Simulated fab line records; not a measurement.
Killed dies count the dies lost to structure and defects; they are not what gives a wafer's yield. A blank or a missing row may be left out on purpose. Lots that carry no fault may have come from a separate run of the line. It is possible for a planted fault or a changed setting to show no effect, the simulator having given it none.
fab line records -- flow sky130
record lots=13, wafers=39, last-day=50
route steps=708 shown METAL2@499 VIA2@528 METAL3@532 CAPM@538 PAD_OPEN@708
lots that met no fault: from a run of the same line without faults
start-h: start of the lot's first displayed wafer, in hours after the record's first day -- wait-h: how many hours have passed since the lot's step before this one -- " repeats the value in the row above -- L1.1+2: one row covering several wafers at once -- - either no value or no given start -- * or withheld: withheld -- < > ~ a bound
route shown NAME@n: names a module that has steps shown in the file, with the first one's number in the route -- usual: average and standard deviation across the fault-free wafers -- same: alike in all rows -- chamber/n: place in a boat -- sites: readings site by site -- _std_site: the values' standard deviation -- _edge_site: mean of outer sites minus mean of inner sites -- radius-mm: how far each site lies from the wafer's centre -- mask NAME#n: copy n -- behind: the last tool/chamber to shape the wafer -- hold: why the lot went on hold/how many hours it stayed there/how the hold came to an end -- device: the transistor (n, p or np) that didn't switch -- end of line: the route-end tests of the same wafers -- a step without rows: its recipe alone -- killed: not the wafer's yield, but the dies lost to structure and defects at the first sort -- map: a wafer's dies, x killed, . not, _ none there
set.NAME: the setting as run; set.NAME@STEP: as run at that earlier step -- model.NAME: the simulator's own value behind a step, which no gauge read
steps of the route over a sample of lots; a table a step, a row a wafer
services: when a tool's chamber went out of use (start-h, in hours from the record's first day, below 0 if earlier), for how many hours, and the reason
## steps
# step SKY_METAL2_OVL_MEAS_16
# usual METAL2_OVL=-2/4.7
lot.wafer,tool,chamber,start-h,wait-h,METAL2_OVL[nm]
L394.1,overlay-02,-,819.06,0.1,5
L394.4,overlay-02,-,819.06,0.1,5
L394.6,overlay-02,-,819.06,0.1,-4
L395.4,overlay-02,-,837.31,0.1,-10
L395.5,overlay-02,-,837.31,0.1,-9
L395.6,overlay-02,-,837.31,0.1,-12
L396.3,overlay-01,-,842.56,0.1,-4
L396.4,overlay-01,-,842.56,0.1,-3
L396.5,overlay-01,-,842.56,0.1,-5
L397.3,overlay-02,-,845.87,0.1,4
L397.4,overlay-02,-,845.87,0.1,6
L397.6,overlay-02,-,845.87,0.1,4
L399.1,overlay-01,-,863.05,0.1,-6
L399.3,overlay-01,-,863.05,0.1,2
L399.6,overlay-01,-,863.05,0.1,-1
L400.3,overlay-01,-,868.37,0.1,-2
L400.5,overlay-01,-,868.37,0.1,0
L400.6,overlay-01,-,868.37,0.1,0
L401.2,overlay-01,-,870.46,0.1,0
L401.4,overlay-01,-,870.46,0.1,-1
L401.6,overlay-01,-,870.46,0.1,1
L402.2,overlay-02,-,875.90,0.1,-7
L402.4,overlay-02,-,875.90,0.1,-8
L402.5,overlay-02,-,875.90,0.1,-8
L403.2,overlay-02,-,882.77,0.1,-12
L403.4,overlay-02,-,882.77,0.1,-3
L403.5,overlay-02,-,882.77,0.1,-7
L412.2,overlay-02,-,949.30,0.1,-8
L412.3,overlay-02,-,949.30,0.1,-4
L412.4,overlay-02,-,949.30,0.1,-4
L413.1,overlay-01,-,954.01,0.1,5
L413.3,overlay-01,-,954.01,0.1,-2
L413.4,overlay-01,-,954.01,0.1,-3
L414.1,overlay-02,-,964.16,0.1,-3
L414.2,overlay-02,-,964.16,0.1,-3
L414.4,overlay-02,-,964.16,0.1,4
L417.2,overlay-01,-,984.87,0.1,-2
L417.4,overlay-01,-,984.87,0.1,3
L417.5,overlay-01,-,984.87,0.1,-2
# step SKY_VIA2_CVD_21
# recipe material=W, target-thk-nm=420, time-s=126.4, temp-c=400, pressure-torr=40
# usual heater-power-w=801/54
lot.wafer,tool,chamber,start-h,wait-h,heater-power-w
L394.1,cvd-w-02,0,847.46,0.0,875
L394.4,cvd-w-02,0,847.46,0.0,897
L394.6,cvd-w-02,1,847.46,0.0,765
L395.4,cvd-w-02,0,865.19,0.1,903
L395.5,cvd-w-02,0,865.19,0.1,913
L395.6,cvd-w-02,1,865.19,0.1,777
L396.3,cvd-w-01,1,870.38,0.1,831
L396.4,cvd-w-01,0,870.38,0.1,792
L396.5,cvd-w-01,0,870.38,0.1,778
L397.3,cvd-w-01,1,873.88,0.1,836
L397.4,cvd-w-01,0,873.88,0.1,795
L397.6,cvd-w-01,1,873.88,0.1,818
L399.1,cvd-w-01,0,890.98,0.0,805
L399.3,cvd-w-01,0,890.98,0.0,785
L399.6,cvd-w-01,0,890.98,0.0,779
L400.3,cvd-w-02,1,896.78,0.1,762
L400.5,cvd-w-02,1,896.78,0.1,772
L400.6,cvd-w-02,0,896.78,0.1,894
L401.2,cvd-w-02,1,898.11,0.0,779
L401.4,cvd-w-02,1,898.11,0.0,782
L401.6,cvd-w-02,0,898.11,0.0,918
L402.2,cvd-w-02,1,903.79,0.0,775
L402.4,cvd-w-02,1,903.79,0.0,765
L402.5,cvd-w-02,1,903.79,0.0,766
L403.2,cvd-w-01,0,910.14,0.0,810
L403.4,cvd-w-01,1,910.14,0.0,857
L403.5,cvd-w-01,0,910.14,0.0,770
L412.2,cvd-w-02,0,975.74,0.0,813
L412.3,cvd-w-02,0,975.74,0.0,823
L412.4,cvd-w-02,1,975.74,0.0,730
L413.1,cvd-w-02,1,980.20,0.0,748
L413.3,cvd-w-02,1,980.20,0.0,729
L413.4,cvd-w-02,0,980.20,0.0,832
L414.1,cvd-w-02,0,990.95,0.0,843
L414.2,cvd-w-02,1,990.95,0.0,727
L414.4,cvd-w-02,1,990.95,0.0,721
L417.2,cvd-w-02,1,1011.02,0.0,735
L417.4,cvd-w-02,0,1011.02,0.0,839
L417.5,cvd-w-02,1,1011.02,0.0,746
# step SKY_METAL3_SPUTTER_00
# recipe material=Ti, target-thk-nm=15, power-w=3000, time-s=10, chamber-pressure-pa=0.4
# usual throttle-valve-pct=30.2/1.2
lot.wafer,tool,chamber,start-h,wait-h,throttle-valve-pct
L394.1,pvd-sputter-04,-,848.07,0.2,29.6
L394.4,pvd-sputter-04,-,848.07,0.2,29.5
L394.6,pvd-sputter-04,-,848.07,0.2,28.4
L395.4,pvd-sputter-04,-,865.75,0.1,29.8
L395.5,pvd-sputter-04,-,865.75,0.1,32.2
L395.6,pvd-sputter-04,-,865.75,0.1,28.7
L396.3,pvd-sputter-04,-,870.94,0.1,28.5
L396.4,pvd-sputter-04,-,870.94,0.1,32.4
L396.5,pvd-sputter-04,-,870.94,0.1,28.8
L397.3,pvd-sputter-02,-,874.44,0.1,29.0
L397.4,pvd-sputter-02,-,874.44,0.1,30.8
L397.6,pvd-sputter-02,-,874.44,0.1,29.6
L399.1,pvd-sputter-02,-,891.73,0.1,29.5
L399.3,pvd-sputter-02,-,891.73,0.1,30.7
L399.6,pvd-sputter-02,-,891.73,0.1,29.1
L400.3,pvd-sputter-02,-,897.35,0.2,29.3
L400.5,pvd-sputter-02,-,897.35,0.2,29.1
L400.6,pvd-sputter-02,-,897.35,0.2,30.8
L401.2,pvd-sputter-02,-,898.72,0.1,29.0
L401.4,pvd-sputter-02,-,898.72,0.1,30.7
L401.6,pvd-sputter-02,-,898.72,0.1,30.5
L402.2,pvd-sputter-02,-,904.40,0.2,30.4
L402.4,pvd-sputter-02,-,904.40,0.2,29.5
L402.5,pvd-sputter-02,-,904.40,0.2,30.7
L403.2,pvd-sputter-04,-,910.75,0.1,29.6
L403.4,pvd-sputter-04,-,910.75,0.1,28.6
L403.5,pvd-sputter-04,-,910.75,0.1,29.8
L412.2,pvd-sputter-04,-,976.65,0.1,28.6
L412.3,pvd-sputter-04,-,976.65,0.1,29.9
L412.4,pvd-sputter-04,-,976.65,0.1,32.1
L413.1,pvd-sputter-01,-,980.81,0.2,31.1
L413.3,pvd-sputter-01,-,980.81,0.2,28.6
L413.4,pvd-sputter-01,-,980.81,0.2,32.4
L414.1,pvd-sputter-02,-,991.56,0.2,30.4
L414.2,pvd-sputter-02,-,991.56,0.2,28.8
L414.4,pvd-sputter-02,-,991.56,0.2,28.7
L417.2,pvd-sputter-01,-,1011.64,0.1,31.2
L417.4,pvd-sputter-01,-,1011.64,0.1,32.3
L417.5,pvd-sputter-01,-,1011.64,0.1,32.3
# step SKY_CAPM_THK_MEAS_01
# recipe reads=SiO2_of_CAPM_CVD_00
# usual CAPM_CVD_00_THK=15.63/0.22
lot.wafer,tool,chamber,start-h,wait-h,CAPM_CVD_00_THK[nm]
L394.1,film-metro-04,-,848.24,-,15.39
L394.4,film-metro-04,-,848.24,-,15.67
L394.6,film-metro-04,-,848.24,-,15.66
L395.4,film-metro-02,-,865.98,-,15.71
L395.5,film-metro-02,-,865.98,-,15.76
L395.6,film-metro-02,-,865.98,-,15.78
L396.3,film-metro-01,-,871.16,-,15.60
L396.4,film-metro-01,-,871.16,-,15.66
L396.5,film-metro-01,-,871.16,-,15.76
L397.3,film-metro-02,-,874.64,-,15.59
L397.4,film-metro-02,-,874.64,-,15.48
L397.6,film-metro-02,-,874.64,-,15.92
L399.1,film-metro-04,-,891.90,-,15.75
L399.3,film-metro-04,-,891.90,-,15.44
L399.6,film-metro-04,-,891.90,-,16.15
L400.3,film-metro-01,-,897.54,-,15.18
L400.5,film-metro-01,-,897.54,-,15.59
L400.6,film-metro-01,-,897.54,-,15.79
L401.2,film-metro-04,-,898.91,-,15.31
L401.4,film-metro-04,-,898.91,-,15.60
L401.6,film-metro-04,-,898.91,-,15.60
L402.2,film-metro-04,-,904.59,-,15.66
L402.4,film-metro-04,-,904.59,-,15.81
L402.5,film-metro-04,-,904.59,-,15.62
L403.2,film-metro-01,-,910.94,-,15.64
L403.4,film-metro-01,-,910.94,-,15.69
L403.5,film-metro-01,-,910.94,-,15.58
L412.2,film-metro-02,-,976.83,-,18.42
L412.3,film-metro-02,-,976.83,-,18.49
L412.4,film-metro-02,-,976.83,-,18.96
L413.1,film-metro-02,-,980.99,-,18.49
L413.3,film-metro-02,-,980.99,-,18.58
L413.4,film-metro-02,-,980.99,-,18.54
L414.1,film-metro-02,-,991.73,-,18.58
L414.2,film-metro-02,-,991.73,-,18.62
L414.4,film-metro-02,-,991.73,-,18.97
L417.2,film-metro-01,-,1011.85,-,15.80
L417.4,film-metro-01,-,1011.85,-,15.69
L417.5,film-metro-01,-,1011.85,-,15.71
# step SKY_PAD_OPEN_PROBE_99
# usual defect-limited-yield=81.9/2, killed_at_M0_to_M3=43/6.5, killed_at_M4_up=3.2/1.8, killed-at-contacts=26/5.2, killed-at-front-end=16/4.8, killed-at-other=0.3/0.6, killed-dies=89/9.6, killed-open=48/7.1, killed-short=40/6.4, sort_bin_3_pad_short=0.9/0.37, sort_bin_5_function=10.7/1.4, sort_bin_6_memory=6.5/1.2, sort-n-pass=403/9.6, sort-yield-pct=81.9/2
# same gross-dies=492, killed-at-back-side=0, sort_bin_4_leakage[%]=0, sort_bin_8_speed[%]=0
lot.wafer,tool,chamber,start-h,wait-h,defect-limited-yield[%],killed_at_M0_to_M3,killed_at_M4_up,killed-at-contacts,killed-at-front-end,killed-at-other,killed-dies,killed-open,killed-short,sort_bin_3_pad_short[%],sort_bin_5_function[%],sort_bin_6_memory[%],sort-n-pass,sort-yield-pct[%]
L400.3,prober-02,-,1116.09,0.2,81.3,41,5,26,20,0,92,49,43,0.4,11.2,7.1,400,81.3
L400.5,prober-02,-,1116.19,0.2,80.7,40,3,36,16,0,95,41,54,1.0,10.0,8.3,397,80.7
L400.6,prober-02,-,1116.24,0.2,80.1,46,3,23,26,0,98,49,49,0.8,10.8,8.3,394,80.1
# killed by level:class
L400.3 LI_CONTACT:geometric-particle:open=8 CONTACT:geometric-particle:open=8 VIA1:geometric-particle:short=6 VIA1:geometric-particle:open=6 METAL2:geometric-particle:short=6 POLY_GATE:geometric-particle:open=5 POLY_GATE:geometric-particle:short=4 SPACER:geometric-particle:open=4
L400.5 CONTACT:geometric-particle:short=13 CONTACT:geometric-particle:open=10 LI_CONTACT:geometric-particle:open=8 VIA1:geometric-particle:short=7 METAL2:geometric-particle:short=7 FIELD_ISO:geometric-particle:short=6 VIA1:geometric-particle:open=6 FIELD_ISO:geometric-particle:open=5
L400.6 VIA1:geometric-particle:open=12 CONTACT:geometric-particle:open=8 METAL1:geometric-particle:short=7 FIELD_ISO:geometric-particle:short=6 LI_CONTACT:geometric-particle:open=6 VIA1:geometric-particle:short=6 METAL2:geometric-particle:short=6 FIELD_ISO:geometric-particle:open=5
## services
tool,chamber,start-h,hours,kind
pvd-sputter-02,-,825.97,2.5,repair
pvd-sputter-04,-,857.11,7.0,repair
pvd-sputter-02,-,866.86,5.3,repair
pvd-sputter-01,-,871.03,0.7,repair
cvd-w-01,1,887.48,15.9,repair
cvd-w-02,-,904.00,14.0,pm
cvd-w-02,0,904.00,14.0,vent-cycle
cvd-w-02,1,904.00,14.0,vent-cycle
cvd-w-02,0,918.00,-,clean
cvd-w-02,1,918.00,-,clean
cvd-w-02,0,925.85,10.8,repair
pvd-sputter-04,-,938.77,1.9,repair
cvd-w-02,-,1009.27,0.8,repair
## key
first-sign step=SKY_CAPM_THK_MEAS_01, reading=CAPM_CVD_00_THK, direction=up, sigmas=13, usual=15.63, struck=18.63
effect none on later readings
met-at SKY_CAPM_THK_MEAS_01
struck-lots L412,L413,L414
not-acting-at SKY_METAL2_OVL_MEAS_16,SKY_VIA2_CVD_21,SKY_METAL3_SPUTTER_00
onset-between 874.64 976.83
fault kind=metrology-matching-offset, tool=film-metro-02, chamber=-, onset-h=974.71, steps=SKY_CAPM_THK_MEAS_01, param=thk-nm, offset=2.9536
